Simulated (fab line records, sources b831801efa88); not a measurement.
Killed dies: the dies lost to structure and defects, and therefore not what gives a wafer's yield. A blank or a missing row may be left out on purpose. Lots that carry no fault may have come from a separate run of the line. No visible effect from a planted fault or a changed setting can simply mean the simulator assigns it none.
Code-filled problem report in 8D (eight disciplines) form || flow gf180mcu || the parts of the form that need people (team, actions taken, sign-off) are left out

## 1. WHAT WENT WRONG
VT_IMPLANT_2_TW at GF_VT_IMPLANT_TW_MEAS_21 reads a mean of 1163 on 9 wafers of 3 lots; wafers without a fault read 1228 with a standard deviation of 11. Measured from the usual mean, that is -5.9 standard deviations.
First seen on wafer L452.2, day 9 05:18, on film_metro-01. At this step, 42 wafers from 14 lots have a number in the record. Rule for "out", or "out of limits": more than 4 standard deviations from the usual mean. All remaining wafers that have a number are taken as sound.

## 2. WHAT IT IS AND WHAT IT IS NOT
{"question": "which readings at this step", "is": "VT_IMPLANT_2_TW", "is not": "-"}
{"question": "which lots", "is": "L452, L453, L454", "is not": "L441, L443, L445, L446, L450, L451, L455, L456, L457, L462, L463"}
{"question": "which wafers of those lots", "is": "all that have a number", "is not": "-"}
{"question": "read on which gauges", "is": "film_metro-01, film_metro-04", "is not": "film_metro-02"}
{"question": "when", "is": "from day 9 05:18", "is not": "up to then (18 sound wafers); but 15 sound wafers of L455, L456, L457, L462, L463 came after"}

## 3. SUSPECTS, AND WHAT RULES EACH OUT
Counting: a tool stays on the suspect list if, at a process step up to the reading, it processed all lots that are out and no sound lot following the first of them.
- ruled out: the gauge at GF_VT_IMPLANT_TW_MEAS_21. Those wafers that are out were read across 2 gauges (film_metro-01, film_metro-04).
- implanter-03 at GF_VT_IMPLANT_IMPLANT_19: kept. It ran every lot that is out, first L452 (day 9 05:04), and no sound lot after that; its last sound lot up to then is L451 (day 8 19:36). Its own beam_energy_keV readings are out on those wafers.
Left after counting: implanter-03 at GF_VT_IMPLANT_IMPLANT_19.

## 4. THE CAUSE (what the simulator had put in)
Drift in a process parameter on implanter-03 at GF_VT_IMPLANT_IMPLANT_19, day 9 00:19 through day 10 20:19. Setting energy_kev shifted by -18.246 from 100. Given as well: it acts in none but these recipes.
This tool alone remained once counting was done.

## 5. THE CHAIN OF EFFECTS, in route order
One row per reading whose mean, taken over the struck wafers that have a number, lies over 3 standard deviations from the usual. Only readings whose record carries a usual standard deviation are examined. hours: median over the lots of the time between each lot's start at the first step of this table that gives one and its start at this step. sigmas: the change, counted in usual standard deviations.
{"hours": 0, "step": "GF_VT_IMPLANT_IMPLANT_19", "reading": "beam_energy_keV", "usual": 99.997, "on struck wafers": 81.741, "change": -18.256, "sigmas": "-99 or more"}
{"hours": 0, "step": "GF_VT_IMPLANT_TW_MEAS_21", "reading": "VT_IMPLANT_2_TW", "usual": 1228, "on struck wafers": 1163, "change": -65, "sigmas": -5.9}
The process steps in it:
- GF_VT_IMPLANT_IMPLANT_19
Later steps that measure or inspect, where all struck wafers having a row at the step show a number for every such reading and not one has moved that far: GF_VT_IMPLANT_OVL_MEAS_29.

## 6. HOW IT WOULD HAVE BEEN CAUGHT EARLIER
The first out-of-limits reading at a measuring or inspecting step in this record came at day 9 05:18, 5 hours after the fault's start at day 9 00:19.
Tool's own readings at GF_VT_IMPLANT_IMPLANT_19, beam_energy_keV: out on all struck wafers the step has rows for; an alarm limit on them would have tripped on the first.
Among the 3 lots that are out, L453, L454 began GF_VT_IMPLANT_IMPLANT_19 on implanter-03 after day 9 05:18. A hold on the tool at that time would have spared those 2.
